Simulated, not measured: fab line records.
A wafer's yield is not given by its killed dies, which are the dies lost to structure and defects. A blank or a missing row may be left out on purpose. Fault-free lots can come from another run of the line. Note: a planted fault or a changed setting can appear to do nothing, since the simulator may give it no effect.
Which tool was responsible? / flow sky130 / 13 lots with 39 wafers sampled at 2 steps, on a route of 708 steps

== WHAT EACH GAUGE READ, for each wafer ==
SKY_PWDE_TW_MEAS_10. Usual: PWDE_TW gives 371 (standard deviation 4.1).
lot=L728; measured=day 3 22:50; on=film-metro-04; PWDE_TW=378 378 378; flag=
lot=L729; measured=day 4 07:11; on=film-metro-03; PWDE_TW=370 369 370; flag=
lot=L730; measured=day 4 10:44; on=film-metro-01; PWDE_TW=365 367 368; flag=
lot=L731; measured=day 4 15:49; on=film-metro-03; PWDE_TW=371 370 370; flag=
lot=L732; measured=day 5 01:17; on=film-metro-03; PWDE_TW=371 371 371; flag=
lot=L733; measured=day 5 10:54; on=film-metro-01; PWDE_TW=368 369 367; flag=
lot=L735; measured=day 5 19:58; on=film-metro-01; PWDE_TW=366 365 364; flag=
lot=L737; measured=day 6 03:48; on=film-metro-03; PWDE_TW=371 372 370; flag=
lot=L738; measured=day 6 08:32; on=film-metro-04; PWDE_TW=375 375 375; flag=
lot=L739; measured=day 6 11:25; on=film-metro-01; PWDE_TW=367 367 365; flag=
lot=L741; measured=day 7 05:31; on=film-metro-01; PWDE_TW=363 363 364; flag=
lot=L750; measured=day 9 15:55; on=film-metro-01; PWDE_TW=366 368 368; flag=
lot=L749; measured=day 9 16:39; on=film-metro-03; PWDE_TW=372 371 372; flag=

SKY_NWELL_OVL_MEAS_23. Usual: NWELL_01_OVL gives -1.2 nm (standard deviation 1.2).
lot=L728; measured=day 5 09:03; on=overlay-01; NWELL_01_OVL (nm)=-2.7 -3.0 -2.2; flag=
lot=L729; measured=day 5 18:45; on=overlay-02; NWELL_01_OVL (nm)=-1.1 -2.0 -2.8; flag=
lot=L730; measured=day 5 21:50; on=overlay-02; NWELL_01_OVL (nm)=-3.0 -1.8 -2.5; flag=
lot=L731; measured=day 6 02:41; on=overlay-02; NWELL_01_OVL (nm)=-1.9 0.7 0.5; flag=
lot=L732; measured=day 6 12:22; on=overlay-01; NWELL_01_OVL (nm)=-0.7 -2.6 -2.3; flag=
lot=L733; measured=day 6 19:50; on=overlay-01; NWELL_01_OVL (nm)=-0.3 -0.4 0.4; flag=
lot=L735; measured=day 7 07:11; on=overlay-01; NWELL_01_OVL (nm)=-0.4 -1.9 0.3; flag=
lot=L737; measured=day 7 17:01; on=overlay-02; NWELL_01_OVL (nm)=-1.0 -4.0 -1.2; flag=
lot=L738; measured=day 7 22:10; on=overlay-01; NWELL_01_OVL (nm)=-3.1 -0.6 -2.2; flag=
lot=L739; measured=day 8 00:47; on=overlay-01; NWELL_01_OVL (nm)=-0.3 -1.5 -2.0; flag=
lot=L741; measured=day 8 20:26; on=overlay-01; NWELL_01_OVL (nm)=0.9 0.4 1.1; flag=
lot=L750; measured=day 11 12:10; on=overlay-01; NWELL_01_OVL (nm)=0.9 -1.7 -0.3; flag=
lot=L749; measured=day 11 14:43; on=overlay-01; NWELL_01_OVL (nm)=0.2 -0.8 -1.5; flag=

== WHAT TOOL EACH LOT RAN ON (gives the tool, then ch and the chambers of the sampled wafers, and finally the start) ==
Before these readings, the record contains no process step.

== AS READ BY THE TOOLS THEMSELVES (means over the sampled wafers that have a number; for cases with no such wafer, the mark the record gives instead) ==
The record holds no such reading with a usual standard deviation.

== THE ANSWER, worked out from the rows above alone ==
Rule: a lot counts as off when the mean over its wafers that have a number is more than 3 standard deviations away from the usual mean. A lot without any number at a reading at which 4 lots or more have one is off too. Where the step has rows for the other lots, those lots are counted as sound. Order of review: gauges by route order, followed by the tools' own readings, for which a lot's mean as printed above is used. The first step at which some lot is off is used, and at that step the reading that is off furthest; a lot without a number counts as furthest.
None of the lots is off at any reading shown; this tells nothing.

== WHAT WAS PUT IN BY THE SIMULATOR ==
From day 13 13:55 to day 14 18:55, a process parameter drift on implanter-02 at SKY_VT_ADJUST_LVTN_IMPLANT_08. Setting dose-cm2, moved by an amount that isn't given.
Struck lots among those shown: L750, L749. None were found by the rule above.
